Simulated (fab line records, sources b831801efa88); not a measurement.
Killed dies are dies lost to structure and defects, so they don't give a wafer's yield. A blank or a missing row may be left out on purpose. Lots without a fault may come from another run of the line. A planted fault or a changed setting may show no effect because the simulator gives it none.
Which tool did it? | flow gf180mcu | 13 lots, 39 wafers sampled, at 3 steps of a route of 602

WHAT THE GAUGES READ, wafer by wafer
GF_LVPWELL_TW_MEAS_11.
lot  | measured    | on            | LVPWELL_TW
L426 | day 3 21:52 | film_metro-01 | 548 550 549
L427 | day 4 03:56 | film_metro-04 | 565 568 563
L428 | day 4 08:18 | film_metro-03 | 561 558 559
L429 | day 4 13:11 | film_metro-03 | 558 556 559
L430 | day 4 19:14 | film_metro-03 | 561 558 558
L433 | day 5 14:16 | film_metro-04 | 566 567 565
L434 | day 5 18:45 | film_metro-04 | 567 564 564
L435 | day 6 01:02 | film_metro-03 | 557 556 556
L436 | day 6 05:37 | film_metro-04 | 590 591 595
L437 | day 6 13:31 | film_metro-03 | 591 590 586
L438 | day 6 17:26 | film_metro-04 | 560 562 558
L445 | day 8 09:08 | film_metro-01 | 580 580 580
L449 | day 9 07:50 | film_metro-04 | 563 565 564

GF_VT_IMPLANT_RS_MEAS_48: measures by four-point-probe.
lot  | measured     | on            | LVPWELL_RS (ohm/sq)
L426 | day 7 14:53  | film_metro-04 | 1195 1197 1198
L427 | day 7 20:08  | film_metro-03 | 1201 1196 1201
L428 | day 8 01:59  | film_metro-03 | 1192 1193 1195
L429 | day 8 08:08  | film_metro-01 | 1196 1197 1196
L430 | day 8 16:41  | film_metro-04 | 1201 1199 1199
L433 | day 9 14:26  | film_metro-03 | 1194 1199 1195
L434 | day 9 21:05  | film_metro-01 | 1193 1196 1196
L435 | day 10 06:08 | film_metro-03 | 1198 1195 1195
L436 | day 10 09:16 | film_metro-04 | 1031 1034 1033
L437 | day 10 19:00 | film_metro-03 | 1032 1030 1031
L438 | day 11 01:17 | film_metro-04 | 1200 1201 1196
L445 | day 13 01:28 | film_metro-03 | 1031 1030 1031
L449 | day 14 03:42 | film_metro-04 | 1198 1202 1199

WHICH TOOL RAN EACH LOT (tool, then ch and the chambers of the sampled wafers, then the start)
lot  | GF_LVPWELL_IMPLANT_09
L426 | implanter-02 ch 0, day 3 21:40
L427 | implanter-03 ch 0, day 4 03:41
L428 | implanter-02 ch 0, day 4 08:04
L429 | implanter-04 ch 0, day 4 12:56
L430 | implanter-04 ch 0, day 4 18:59
L433 | implanter-02 ch 0, day 5 14:01
L434 | implanter-03 ch 0, day 5 18:31
L435 | implanter-04 ch 0, day 6 00:47
L436 | implanter-04 ch 0, day 6 05:05
L437 | implanter-02 ch 0, day 6 12:58
L438 | implanter-04 ch 0, day 6 17:13
L445 | implanter-02 ch 0, day 8 08:34
L449 | implanter-04 ch 0, day 9 07:35
- GF_LVPWELL_IMPLANT_09

WHAT THE TOOLS THEMSELVES READ (means of the sampled wafers that have a number; where no wafer has one, the mark that the record gives instead)
The record holds no such reading with a usual standard deviation.

THE ANSWER, worked out from the rows above alone
Rule: what is usual is taken from the lots themselves. Put in order of their means at a reading, lots are off if they are a third of the lots or fewer, leave a main group of 4 or more, and stand apart from it by a gap of 3 or more times the standard deviation of the main group's means; of several such gaps the widest counts. A main group whose means are all the same, to the digits that the tables above print for the reading, isn't used. A lot without any number at a reading at which 4 lots or more have one is off too. The other lots that the step has rows for count as sound. The gauges are gone through in route order, then the tools' own readings, and for those a lot's mean is taken as printed above. The first step at which some lot is off is used, and at that step the reading that is off furthest; a lot without a number counts as furthest.
Off: L436, L437, L445, at GF_VT_IMPLANT_RS_MEAS_48 (LVPWELL_RS). The main group: mean 1197 ohm/sq, standard deviation 2.1.
A tool fits if, at a process step before that reading, it ran every lot that is off, and no sound lot after the first of them. The gauges at GF_VT_IMPLANT_RS_MEAS_48 are tried like those tools. None of those tried fits.

WHAT THE SIMULATOR HAD PUT IN
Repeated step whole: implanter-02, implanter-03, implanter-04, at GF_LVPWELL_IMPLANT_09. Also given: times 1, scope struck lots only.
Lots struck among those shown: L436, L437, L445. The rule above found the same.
